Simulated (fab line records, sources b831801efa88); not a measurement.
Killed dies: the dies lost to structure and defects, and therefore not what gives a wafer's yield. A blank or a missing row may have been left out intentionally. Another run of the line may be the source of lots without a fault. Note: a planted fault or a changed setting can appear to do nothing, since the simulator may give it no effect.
fab line records	flow sky130
record: lots: 7	wafers: 20	lastDay: 49
route steps=708 shown METAL4@627 VIA4@639 PAD_OPEN@708
lots untouched by any fault: they come from a run of this same line in which no faults occurred
startH: start of the lot's first displayed wafer, in hours after the record's first day	waitH: hours since the lot's step before	" repeats the value in the row above	L1.1+2: several wafers, shown together as one row	- value missing, or start not given	* or withheld: withheld	< > ~ a bound
route shown NAME@n: names a module that has steps shown in the file, with the first one's number in the route	usual: average and standard deviation across the fault-free wafers	same: alike in all rows	chamber/n: place in a boat	sites: the reading at each site	_std_site: the standard deviation of these	_edge_site: the outer-site mean with the inner-site mean subtracted	radiusMm: how far each site lies from the wafer's centre	mask NAME#n: copy n	behind: the most recent tool/chamber to have shaped the wafer	hold: the reason the lot was held/the length of the hold in hours/how it ended	device: transistor that didn't switch, given as n, p or np	end of line: the route-end tests of the same wafers	step lacking rows: just its recipe	killed: the dies lost at the first sort to structure and to defects; this is not the yield of the wafer	map: per-die view of a wafer (x killed, . not killed, _ where there is no die)
set.NAME: the setting as run; set.NAME@STEP: as run at that earlier step	model.NAME: the simulator's own value behind a step, which no gauge read
lots at selected steps of the route; one table per step, one row per wafer
services: from which hour (startH, from the record's first day; less than 0 if before it) a tool's chamber was out of use, for how many hours, and why
== steps ==
step: SKY_METAL4_PEB_11
recipe: pebTempC: withheld	pebTimeS: withheld	resist: KrF-thick
step: SKY_METAL4_DEVELOP_12
recipe: developTimeS: 60	resist: KrF-thick	devTempC: 21
step: SKY_METAL4_CD_MEAS_13
recipe: targetCdNm: 300
usual: cdNm: 300.0/1.3
lot.wafer	tool	chamber	startH	waitH	cdNm
L107.3	cdSem-01	-	1010.03	-	298.8
L107.5	"	-	"	"	299.1
L107.6	"	-	"	"	300.6
L108.3	cdSem-01	-	1077.54	-	299.2
L108.5	"	-	"	"	299.0
L108.6	"	-	"	"	297.9
L109.3	cdSem-01	-	1079.77	-	301.7
L109.4	"	-	"	"	300.3
L109.5	"	-	"	"	301.8
L113.2	cdSem-01	-	1080.22	-	299.1
L113.3	"	-	"	"	299.1
L113.6	"	-	"	"	299.5
L114.1	cdSem-01	-	1081.20	-	300.9
L114.5	"	-	"	"	299.8
L114.6	"	-	"	"	298.7
L116.2	cdSem-01	-	1083.12	-	300.1
L116.5	"	-	"	"	300.0
L124.2	cdSem-01	-	1096.26	-	297.2
L124.4	"	-	"	"	297.6
L124.5	"	-	"	"	297.1
step: SKY_METAL4_OVL_MEAS_14
usual: METAL4_OVL: 6/4.8
lot.wafer	tool	chamber	startH	waitH	METAL4_OVL[nm]
L107.3	overlay-02	-	1010.12	0.1	-4
L107.5	"	-	"	"	-4
L107.6	"	-	"	"	3
L108.3	overlay-01	-	1077.63	0.1	10
L108.5	"	-	"	"	10
L108.6	"	-	"	"	13
L109.3	overlay-02	-	1079.86	0.1	12
L109.4	"	-	"	"	12
L109.5	"	-	"	"	8
L113.2	overlay-01	-	1080.33	0.1	4
L113.3	"	-	"	"	7
L113.6	"	-	"	"	1
L114.1	overlay-01	-	1081.32	0.1	6
L114.5	"	-	"	"	8
L114.6	"	-	"	"	7
L116.2	overlay-01	-	1083.23	0.1	7
L116.5	"	-	"	"	9
L124.2	overlay-02	-	1096.37	0.1	6
L124.4	"	-	"	"	12
L124.5	"	-	"	"	3
step: SKY_METAL4_DESCUM_15
recipe: chemistry: O2	sourcePowerW: 150	biasPowerW: 0	pressureMtorr: 10	tempC: 40	timeS: 8
step: SKY_METAL4_ETCH_16
recipe: chemistry: N2/H2	target: BARC	ionEnergyEv: 200	biasW: 100	pressureMtorr: 30	n2FlowSccm: 100	h2FlowSccm: 200	icpW: 500	stopOn: SiO2	timeS: 88.2	targetDepthA: 600
usual: biasW: 100.1/0.31	drypumpMotorCurrentA: 5.8/0.47	h2FlowSccm: 199.9/0.57	oesProductAu: 0.626/0.0045	throttleValvePct: 13.205/0.0092
lot.wafer	tool	chamber	startH	waitH	biasW	drypumpMotorCurrentA	h2FlowSccm	oesProductAu	rfHoursCounterH	throttleValvePct
L107.3	rieMetal-02	0	1010.21	0.0	100.3	6.5	199.8	0.628	-	13.198
L107.5	"	0	"	"	100.0	6.5	201.2	0.621	-	13.214
L107.6	"	1	"	"	99.9	5.3	200.4	0.622	-	13.197
L108.3	rieMetal-03	1	1077.72	0.0	100.0	5.6	199.4	0.619	-	13.208
L108.5	"	1	"	"	100.0	5.6	199.9	0.634	-	13.193
L108.6	"	0	"	"	100.6	6.3	200.1	0.626	-	13.197
L109.3	rieMetal-04	0	1079.95	0.0	100.2	5.9	199.6	0.626	-	13.198
L109.4	"	1	"	"	100.6	5.2	199.9	0.627	-	13.205
L109.5	"	0	"	"	100.5	5.8	199.4	0.635	-	13.206
L113.2	rieMetal-04	1	1080.39	0.0	100.1	5.3	200.4	0.621	19	13.201
L113.3	"	0	"	"	99.6	5.9	201.2	0.625	-	13.189
L113.6	"	0	"	"	99.8	5.9	200.0	0.627	-	13.212
L114.1	rieMetal-04	0	1081.39	0.0	100.2	5.8	200.3	0.621	18	13.199
L114.5	"	1	"	"	100.1	5.2	199.2	0.625	-	13.197
L114.6	"	0	"	"	100.1	5.8	199.9	0.619	-	13.199
L116.2	rieMetal-04	1	1083.29	0.0	100.3	5.2	199.2	0.616	20	13.227
L116.5	"	0	"	"	99.8	5.9	199.7	0.628	-	13.222
L124.2	rieMetal-02	0	1096.43	0.0	100.2	6.5	200.3	0.620	20	13.209
L124.4	"	0	"	"	100.2	6.5	199.4	0.629	-	13.215
L124.5	"	1	"	"	100.0	5.3	200.1	0.619	-	13.207
step: SKY_METAL4_ETCH_17
recipe: target: SiO2	stopOn: TiN	chemistry: C4F8/O2/Ar	sourceW: 1500	biasW: 1200	pressureMtorr: 40	c4f8FlowSccm: withheld	O2_flow_sccm: 6	Ar_flow_sccm: 300	timeS: 3.9	targetDepthA: 150
usual: biasW: 1200/3.6	oesProductAu: 0.755/0.0083
lot.wafer	tool	chamber	startH	waitH	biasW	oesProductAu
L107.3	rieDiel-01	0	1010.28	0.0	1203	0.756
L107.5	"	2	"	"	1198	0.754
L107.6	"	3	"	"	1201	0.746
L108.3	rieDiel-03	0	1077.79	0.0	1200	0.741
L108.5	"	2	"	"	1194	0.759
L108.6	"	3	"	"	1207	0.766
L109.3	rieDiel-03	2	1080.02	0.0	1201	0.755
L109.4	"	3	"	"	1203	0.746
L109.5	"	2	"	"	1200	0.742
L113.2	rieDiel-01	2	1080.49	0.1	1199	0.746
L113.3	"	0	"	"	1196	0.752
L113.6	"	2	"	"	1203	0.754
L114.1	rieDiel-03	0	1081.49	0.1	1203	0.744
L114.5	"	0	"	"	1203	0.756
L114.6	"	3	"	"	1205	0.750
L116.2	rieDiel-02	3	1083.39	0.1	1206	0.749
L116.5	"	0	"	"	1196	0.766
L124.2	rieDiel-01	3	1096.53	0.1	1198	0.756
L124.4	"	2	"	"	1201	0.762
L124.5	"	2	"	"	1203	0.762
step: SKY_METAL4_METAL_ETCH_18
recipe: targetDepthA: 8450	stopOn: SiO2	overEtchFrac: 0.3	timeS: 183.1	chemistry: Cl2/BCl3	resistSidewallDeg: 88	pressureMtorr: 10	icpW: 900	biasW: 48.5	Cl2_flow_sccm: 60	bcl3FlowSccm: 30
usual: biasW: 48.49/0.15	drypumpMotorCurrentA: 5.8/0.43	mfcCl2Sccm: 60.00/0.18	oesProductAu: 0.863/0.0075	throttleValvePct: 22.264/0.0083
lot.wafer	tool	chamber	startH	waitH	biasW	drypumpMotorCurrentA	mfcCl2Sccm	oesProductAu	rfHoursCounterH	throttleValvePct
L107.3	rieMetal-03	0	1010.36	0.1	48.25	6.3	59.90	0.868	-	22.255
L107.5	"	1	"	"	48.50	5.6	60.05	0.864	-	22.272
L107.6	"	0	"	"	48.36	6.3	60.00	0.865	-	22.277
L108.3	rieMetal-02	1	1077.87	0.1	48.56	5.3	59.55	0.858	-	22.270
L108.5	"	0	"	"	48.56	6.5	60.15	0.869	-	22.266
L108.6	"	1	"	"	48.33	5.3	59.86	0.859	-	22.257
L109.3	rieMetal-03	0	1080.10	0.1	48.51	6.3	60.05	0.857	-	22.261
L109.4	"	1	"	"	48.66	5.6	60.02	0.850	-	22.265
L109.5	"	0	"	"	48.49	6.3	60.07	0.858	-	22.262
L113.2	rieMetal-03	1	1080.51	0.0	48.24	5.6	59.85	0.873	11	22.271
L113.3	"	1	"	"	48.40	5.6	59.92	0.855	-	22.288
L113.6	"	1	"	"	48.31	5.6	59.82	0.869	-	22.255
L114.1	rieMetal-03	0	1081.51	0.0	48.58	6.3	59.89	0.859	15	22.260
L114.5	"	1	"	"	48.72	5.6	60.02	0.857	-	22.267
L114.6	"	0	"	"	48.40	6.2	60.05	0.854	-	22.265
L116.2	rieMetal-02	0	1083.41	0.0	48.63	6.5	59.82	0.862	18	22.267
L116.5	"	1	"	"	48.72	5.3	60.21	0.864	-	22.281
L124.2	rieMetal-04	1	1096.55	0.0	48.74	5.2	59.99	0.876	21	22.265
L124.4	"	0	"	"	48.70	5.8	60.21	0.867	-	22.276
L124.5	"	1	"	"	48.37	5.2	59.78	0.863	-	22.267
step: SKY_METAL4_STRIP_19
recipe: chemistry: O2/N2	powerW: 1400	pressureMtorr: 1500	platenTempC: withheld	o2FlowSccm: 3000	n2FlowSccm: 300	overashFraction: 0.5
usual: drypumpMotorCurrentA: 5.8/0.62	oesProductAu: 0.502/0.0064	stripTimeToEndpointS: 6.51/0.099
lot.wafer	tool	chamber	startH	waitH	drypumpMotorCurrentA	oesProductAu	rfHoursCounterH	stripTimeToEndpointS
L107.3	plasmaAsher-02	0	1010.51	0.1	6.7	0.497	-	6.49
L107.5	"	1	"	"	5.3	0.499	-	6.48
L107.6	"	0	"	"	6.8	0.492	-	6.45
L108.3	plasmaAsher-04	1	1078.02	0.1	6.5	0.499	-	6.38
L108.5	"	0	"	"	5.2	0.494	-	6.50
L108.6	"	1	"	"	6.5	0.499	-	6.44
L109.3	plasmaAsher-01	1	1080.25	0.1	5.6	0.493	-	6.48
L109.4	"	0	"	"	5.3	0.512	-	6.59
L109.5	"	1	"	"	5.6	0.494	-	6.46
L113.2	plasmaAsher-04	1	1080.68	0.1	6.5	0.508	36	6.58
L113.3	"	1	"	"	6.5	0.507	-	6.63
L113.6	"	1	"	"	6.5	0.510	-	6.65
L114.1	plasmaAsher-04	1	1081.68	0.1	6.5	0.500	36	6.43
L114.5	"	1	"	"	6.5	0.511	-	6.58
L114.6	"	0	"	"	5.2	0.496	-	6.49
L116.2	plasmaAsher-02	0	1083.58	0.1	6.8	0.492	2	6.51
L116.5	"	0	"	"	6.7	0.500	-	6.36
L124.2	plasmaAsher-01	0	1096.72	0.1	5.3	0.502	87	6.57
L124.4	"	0	"	"	5.3	0.497	-	6.49
L124.5	"	1	"	"	5.6	0.500	-	6.56
step: SKY_METAL4_STRIP_20
recipe: chemistry: postEtchResidueRemover	timeS: 1200	tempC: 72.5
step: SKY_METAL4_CLEAN_21
recipe: chemistry: IPA	timeS: 180	tempC: 25
step: SKY_METAL4_CLEAN_22
recipe: chemistry: O3/DIW	dry: n2Spin
step: SKY_VIA4_HDPCVD_00
recipe: material: SiO2	targetThkNm: 1750	sigmaOpenFrac: 0.3	timeS: 291.7	tempC: 400	sih4FlowSccm: 60	pressureMtorr: 6
usual: runLengthS: 319.8/0.47
lot.wafer	tool	chamber	startH	waitH	runLengthS	model.SiO2_of_VIA4_HDPCVD_00.thkNm
L107.3	hdpcvd-01	2	1011.59	0.1	320.5	1728
L107.5	"	2	"	"	319.9	1734
L107.6	"	1	"	"	319.7	1777
L108.3	hdpcvd-02	0	1078.92	0.0	319.6	1773
L108.5	"	0	"	"	319.3	1769
L108.6	"	1	"	"	320.0	1747
L109.3	hdpcvd-02	1	1080.84	0.0	320.6	1772
L109.4	"	1	"	"	306.9	1670
L109.5	"	0	"	"	305.4	1708
L113.2	hdpcvd-01	2	1081.28	0.0	320.4	1764
L113.3	"	0	"	"	319.2	1767
L113.6	"	2	"	"	320.0	1756
L114.1	hdpcvd-02	1	1082.32	0.0	320.3	1744
L114.5	"	0	"	"	306.0	1677
L114.6	"	1	"	"	320.3	1749
L116.2	hdpcvd-02	2	1084.18	0.0	319.6	1786
L116.5	"	0	"	"	305.7	1686
L124.2	hdpcvd-01	2	1097.32	0.0	320.2	1741
L124.4	"	2	"	"	320.2	1727
L124.5	"	1	"	"	319.9	1766
step: SKY_VIA4_THK_MEAS_01
recipe: reads: SiO2_of_VIA4_HDPCVD_00
usual: VIA4_HDPCVD_THK: 1762/19
lot.wafer	tool	chamber	startH	waitH	VIA4_HDPCVD_THK[nm]
L107.3	filmMetro-01	-	1011.79	0.1	1729
L107.5	"	-	"	"	1733
L107.6	"	-	"	"	1776
L108.3	filmMetro-02	-	1079.12	0.1	1772
L108.5	"	-	"	"	1770
L108.6	"	-	"	"	1748
L109.3	filmMetro-02	-	1081.04	0.1	1773
L109.4	"	-	"	"	1670
L109.5	"	-	"	"	1708
L113.2	filmMetro-03	-	1081.47	0.1	1764
L113.3	"	-	"	"	1769
L113.6	"	-	"	"	1757
L114.1	filmMetro-02	-	1082.49	0.1	1746
L114.5	"	-	"	"	1677
L114.6	"	-	"	"	1748
L116.2	filmMetro-01	-	1084.37	0.1	1786
L116.5	"	-	"	"	1687
L124.2	filmMetro-02	-	1097.50	0.1	1741
L124.4	"	-	"	"	1726
L124.5	"	-	"	"	1765
step: SKY_VIA4_CMP_02
recipe: material: SiO2	downForcePsi: 4	platenRpm: 60	padVelocityMS: 0.94248
usual: motorCurrentA: 12.2/1.3	slurryFilterDpKPa: 13.48/0.13
lot.wafer	tool	chamber	startH	waitH	motorCurrentA	slurryFilterDpKPa
L107.3	cmp-01	0	1012.05	0.2	13.2	13.52
L107.5	"	0	"	"	13.1	13.41
L107.6	"	1	"	"	11.2	13.29
L108.3	cmp-02	1	1079.26	0.1	11.6	13.30
L108.6	"	3	"	"	12.8	13.71
L108.5	"	0	"	"	10.8	13.61
L109.3	cmp-02	1	1081.13	0.1	10.9	13.25
L109.4	"	3	"	"	12.9	13.47
L109.5	"	1	"	"	11.3	13.44
L113.2	cmp-02	2	1081.57	0.1	11.6	13.75
L113.3	"	3	"	"	12.5	13.40
L113.6	"	1	"	"	11.6	13.52
L114.1	cmp-02	3	1082.55	0.1	12.5	13.37
L114.5	"	3	"	"	12.4	13.62
L114.6	"	0	"	"	10.6	13.60
L116.2	cmp-01	0	1084.59	0.2	13.4	13.28
L116.5	"	0	"	"	13.4	13.52
L124.2	cmp-01	1	1097.55	0.0	11.7	13.63
L124.4	"	3	"	"	11.9	13.52
L124.5	"	1	"	"	11.0	13.64
step: SKY_PAD_OPEN_PROBE_99
usual: defectLimitedYield: 82.8/2	killed_at_M0_to_M3: 42/7.3	killed_at_M4_up: 3.4/2	killedAtContacts: 24/5.8	killedAtFrontEnd: 15/4.6	killedAtOther: 0.3/0.62	killedDies: 84/9.8	killedOpen: 47/6.9	killedShort: 38/6.3	sort_bin_3_pad_short: 0.8/0.38	sort_bin_5_function: 10.2/1.5	sort_bin_6_memory: 6.2/1.1	sortNPass: 408/9.8	sortYieldPct: 82.8/2
same: grossDies: 492	killedAtBackSide: 0	sort_bin_4_leakage[%]: 0	sort_bin_8_speed[%]: 0
lot.wafer	tool	chamber	startH	waitH	defectLimitedYield[%]	killed_at_M0_to_M3	killed_at_M4_up	killedAtContacts	killedAtFrontEnd	killedAtOther	killedDies	killedOpen	killedShort	sort_bin_3_pad_short[%]	sort_bin_5_function[%]	sort_bin_6_memory[%]	sortNPass	sortYieldPct[%]
L109.3	prober-02	-	1166.80	0.2	83.7	34	4	27	15	0	80	40	40	0.8	11.2	4.3	412	83.7
L109.4	prober-02	-	1166.85	0.2	80.9	45	6	28	15	0	94	49	45	1.0	11.0	7.1	398	80.9
L109.5	prober-02	-	1166.90	0.2	80.1	37	9	29	22	1	98	53	45	1.0	11.2	7.7	394	80.1
L114.1	prober-01	-	1168.20	0.1	80.5	42	2	32	19	1	96	52	44	1.2	10.6	7.7	396	80.5
L114.5	prober-01	-	1168.40	0.2	83.9	39	4	23	13	0	79	36	43	0.8	9.1	6.1	413	83.9
L114.6	prober-01	-	1168.45	0.2	88.0	34	2	12	11	0	59	35	24	0.6	6.9	4.5	433	88.0
killed by level:class
L109.3 VIA3:geometricParticle:open=7 LI_CONTACT:geometricParticle:open=6 VIA2:geometricParticle:open=6 LOCAL_INTERCONNECT:geometricParticle:short=6 POLY_GATE:geometricParticle:short=5 CONTACT:geometricParticle:short=5 CONTACT:geometricParticle:open=5 METAL1:geometricParticle:short=5
L109.4 LI_CONTACT:geometricParticle:open=11 METAL1:geometricParticle:short=9 CONTACT:geometricParticle:open=8 VIA2:geometricParticle:open=7 VIA3:geometricParticle:open=7 VIA1:geometricParticle:open=5 FIELD_ISO:geometricParticle:short=4 POLY_GATE:geometricParticle:short=4
L109.5 VIA1:geometricParticle:open=11 CONTACT:geometricParticle:short=8 POLY_GATE:geometricParticle:open=7 LI_CONTACT:geometricParticle:open=7 POLY_GATE:geometricParticle:short=6 CONTACT:geometricParticle:open=6 VIA2:geometricParticle:short=6 FIELD_ISO:geometricParticle:short=5
L114.1 CONTACT:geometricParticle:open=10 VIA1:geometricParticle:open=9 LOCAL_INTERCONNECT:geometricParticle:short=7 METAL1:geometricParticle:short=7 VIA3:geometricParticle:open=7 POLY_GATE:geometricParticle:short=6 CONTACT:geometricParticle:short=6 LI_CONTACT:geometricParticle:open=5
L114.5 METAL2:geometricParticle:short=7 LI_CONTACT:geometricParticle:open=6 VIA3:geometricParticle:short=5 LI_CONTACT:geometricParticle:short=5 CONTACT:geometricParticle:open=5 VIA1:geometricParticle:short=5 VIA1:geometricParticle:open=5 VIA2:geometricParticle:open=5
L114.6 VIA3:geometricParticle:open=9 VIA2:geometricParticle:open=6 METAL1:geometricParticle:short=5 VIA1:geometricParticle:open=5 METAL2:geometricParticle:short=5 FIELD_ISO:geometricParticle:open=4 CONTACT:geometricParticle:open=4 FIELD_ISO:geometricParticle:short=3
== services ==
tool	chamber	startH	hours	kind
rieDiel-03	2	988.33	1.7	repair
rieDiel-03	0	997.76	4.1	repair
cmp-02	-	1008.72	4.3	pm
rieDiel-01	2	1021.52	14.5	repair
rieMetal-03	-	1031.39	0.3	repair
rieDiel-02	0	1034.32	12.5	repair
cmp-01	-	1050.40	1.1	repair
rieDiel-02	3	1052.92	2.6	repair
plasmaAsher-02	-	1055.25	9.0	pm
plasmaAsher-02	0	1055.25	9.0	ventCycle
plasmaAsher-02	1	1055.25	9.0	ventCycle
cmp-01	-	1062.40	1.6	repair
cmp-01	-	1063.49	0.7	repair
plasmaAsher-02	0	1064.25	-	clean
cmp-02	-	1070.42	0.4	repair
cmp-02	-	1084.04	4.0	pm
cmp-02	-	1088.04	-	consumableReplace:conditioner
cmp-02	-	1088.04	-	consumableReplace:pad
cmp-01	-	1093.63	1.4	repair
rieDiel-03	2	1093.71	-	clean
rieDiel-03	2	1093.71	15.5	scheduledDown
rieDiel-03	2	1093.71	15.5	ventCycle
plasmaAsher-04	-	1095.29	0.8	repair
hdpcvd-02	0	1095.34	4.6	repair
== key ==
firstSign: step: SKY_VIA4_HDPCVD_00	reading: runLengthS	direction: down	sigmas: 29	usual: *	struck: *
effect: step: SKY_VIA4_THK_MEAS_01	reading: VIA4_HDPCVD_THK	direction: down	sigmas: 4.1	usual: 1762	struck: 1686
modelEffect: step: SKY_VIA4_HDPCVD_00	value: SiO2_of_VIA4_HDPCVD_00.thkNm	without: 1768	struck: 1685
metAt SKY_VIA4_HDPCVD_00
struckWafers L109.4,L109.5,L114.5,L116.5
onsetBetween 1078.92 1080.84
fault: kind: processParameterDrift	tool: hdpcvd-02	chamber: -	onsetH: 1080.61	steps: SKY_VIA4_HDPCVD_00	channel: timeS	offset: *	shape: step	endH: 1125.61	scope: struckWafersOnly	actsIn: *	stated: *
